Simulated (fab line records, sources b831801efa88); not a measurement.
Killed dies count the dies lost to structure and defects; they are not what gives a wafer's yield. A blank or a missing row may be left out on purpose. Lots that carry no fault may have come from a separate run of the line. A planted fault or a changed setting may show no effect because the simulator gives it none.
What tool caused it? + flow gf180mcu + Sampling: 8 lots, 24 wafers, 4 of 602 route steps

== WHAT THE GAUGES SHOWED, per wafer ==
GF_VT_IMPLANT_RS_MEAS_46: measurement is done with a four-point probe.
| lot  | measured     | on           | MVSD_RS (ohm/sq)  |
|------|--------------|--------------|-------------------|
| L929 | day 7 12:15  | filmMetro-01 | 457.3 457.0 456.7 |
| L930 | day 7 18:30  | filmMetro-01 | 456.3 455.5 455.3 |
| L931 | day 8 05:07  | filmMetro-03 | 455.4 453.7 454.1 |
| L932 | day 8 10:29  | filmMetro-03 | 456.8 455.0 456.0 |
| L937 | day 9 18:29  | filmMetro-02 | 457.2 458.0 456.1 |
| L941 | day 10 20:49 | filmMetro-01 | 475.1 474.7 476.6 |
| L943 | day 11 10:53 | filmMetro-02 | 474.4 476.4 475.5 |
| L947 | day 12 14:32 | filmMetro-01 | 458.3 457.0 457.4 |

== EACH LOT AND THE TOOL THAT RAN IT (in order: tool; ch and the chambers of the sampled wafers; start) ==
| lot  | GF_STI_CMP_25                | GF_MVSD_IMPLANT_09             | GF_VT_IMPLANT_RTA_45            |
|------|------------------------------|--------------------------------|---------------------------------|
| L929 | cmp-02 ch 0,1,3, day 2 03:39 | implanter-02 ch 0, day 4 08:59 | rtpAnneal-01 ch 0, day 7 12:09  |
| L930 | cmp-02 ch 0,1, day 2 09:08   | implanter-02 ch 0, day 4 16:29 | rtpAnneal-01 ch 0, day 7 18:24  |
| L931 | cmp-02 ch 1,2,3, day 2 15:29 | implanter-02 ch 0, day 4 23:30 | rtpAnneal-01 ch 0, day 8 05:01  |
| L932 | cmp-01 ch 1,3, day 2 20:17   | implanter-02 ch 0, day 5 04:22 | rtpAnneal-02 ch 0, day 8 10:21  |
| L937 | cmp-02 ch 1,2,3, day 3 21:53 | implanter-01 ch 0, day 6 08:32 | rtpAnneal-02 ch 0, day 9 18:23  |
| L941 | cmp-01 ch 1,2,3, day 4 16:38 | implanter-01 ch 0, day 7 06:45 | rtpAnneal-01 ch 0, day 10 20:42 |
| L943 | cmp-01 ch 0,1,2, day 5 03:55 | implanter-01 ch 0, day 7 19:47 | rtpAnneal-01 ch 0, day 11 10:47 |
| L947 | cmp-01 ch 0,1,2, day 6 01:05 | implanter-02 ch 0, day 8 18:54 | rtpAnneal-02 ch 0, day 12 14:26 |
- GF_STI_CMP_25: polishes, stops on Si3N4, t overpolish 33 s, target thk 524.6 nm.
- GF_MVSD_IMPLANT_09
- GF_VT_IMPLANT_RTA_45: time 30 s.

== AS READ BY THE TOOLS THEMSELVES (means over the sampled wafers that have a number; for cases with no such wafer, the mark the record gives instead) ==
GF_STI_CMP_25.
| lot  | tool   | motorCurrentA (A) | overpolishRunS (s) | timeToEndpointS (s) |
|------|--------|-------------------|--------------------|---------------------|
| L929 | cmp-02 | 12.3              | 32.995             | 122                 |
| L930 | cmp-02 | 11.6              | 32.999             | 123                 |
| L931 | cmp-02 | 12.6              | 33.001             | 123                 |
| L932 | cmp-01 | 11.5              | 32.989             | 121                 |
| L937 | cmp-02 | 12.4              | 33.001             | 120                 |
| L941 | cmp-01 | 11.8              | 32.998             | 125                 |
| L943 | cmp-01 | 12.7              | 33.007             | 120                 |
| L947 | cmp-01 | 12.7              | 33.004             | 125                 |

GF_MVSD_IMPLANT_09.
| lot  | tool         | doseIonsCm2 | endStationPressureTorr (Torr) | faradayCurrentUA |
|------|--------------|-------------|-------------------------------|------------------|
| L929 | implanter-02 | 5e+12       | 5e-06                         | 28.2             |
| L930 | implanter-02 | 5e+12       | 5e-06                         | 28.4             |
| L931 | implanter-02 | 5e+12       | 5e-06                         | 28.6             |
| L932 | implanter-02 | 5e+12       | 5e-06                         | 28.2             |
| L937 | implanter-01 | 5e+12       | 5e-06                         | 28.8             |
| L941 | implanter-01 | 4e+12       | 5e-06                         | 21.9             |
| L943 | implanter-01 | 4e+12       | 5e-06                         | 21.9             |
| L947 | implanter-02 | 5e+12       | 5e-06                         | 28.0             |

GF_VT_IMPLANT_RTA_45.
| lot  | tool         | lampPowerPct (%) | wafer_temp_C_max |
|------|--------------|------------------|------------------|
| L929 | rtpAnneal-01 | 40.5             | 1056.0           |
| L930 | rtpAnneal-01 | 40.5             | 1056.4           |
| L931 | rtpAnneal-01 | 40.5             | 1054.9           |
| L932 | rtpAnneal-02 | 34.6             | 1054.8           |
| L937 | rtpAnneal-02 | 34.6             | 1054.2           |
| L941 | rtpAnneal-01 | 40.5             | 1057.4           |
| L943 | rtpAnneal-01 | 40.5             | 1055.0           |
| L947 | rtpAnneal-02 | 34.6             | 1053.3           |

== THE ANSWER, worked out from the rows above alone ==
Rule: usual is defined by the lots themselves. The widest of any qualifying gaps counts: lots, ordered by their means at a reading, are off when they make up no more than a third of the lots, leave a main group of 4 or more, and stand apart from it by 3 or more times the standard deviation of that group's means. The tables above print the reading to a certain number of digits; a main group whose means all agree to those digits is not used. Also off: a lot with no number at a reading for which 4 or more lots have one. Any other lot the step has rows for is counted as sound. After the gauges, taken in route order, come the tools' own readings; for these a lot's mean is taken, as printed above. At the first step where some lot is off, the reading lying furthest off is the one used; lots without a number count as furthest.
Off: at GF_VT_IMPLANT_RS_MEAS_46 (MVSD_RS), L941, L943. Mean 456.3 ohm/sq and standard deviation 1.1 in the main group.
A tool fits if, at a process step before that reading, it ran every lot that is off, and no sound lot after the first of them. The gauges at GF_VT_IMPLANT_RS_MEAS_46 aren't tried: what is off there is off at GF_MVSD_IMPLANT_09 too, on other tools, and a gauge's error can't cause that. Can't be told from this: 2 tools fit, implanter-01 at GF_MVSD_IMPLANT_09, rtpAnneal-01 at GF_VT_IMPLANT_RTA_45.

== WHAT WAS PUT IN BY THE SIMULATOR ==
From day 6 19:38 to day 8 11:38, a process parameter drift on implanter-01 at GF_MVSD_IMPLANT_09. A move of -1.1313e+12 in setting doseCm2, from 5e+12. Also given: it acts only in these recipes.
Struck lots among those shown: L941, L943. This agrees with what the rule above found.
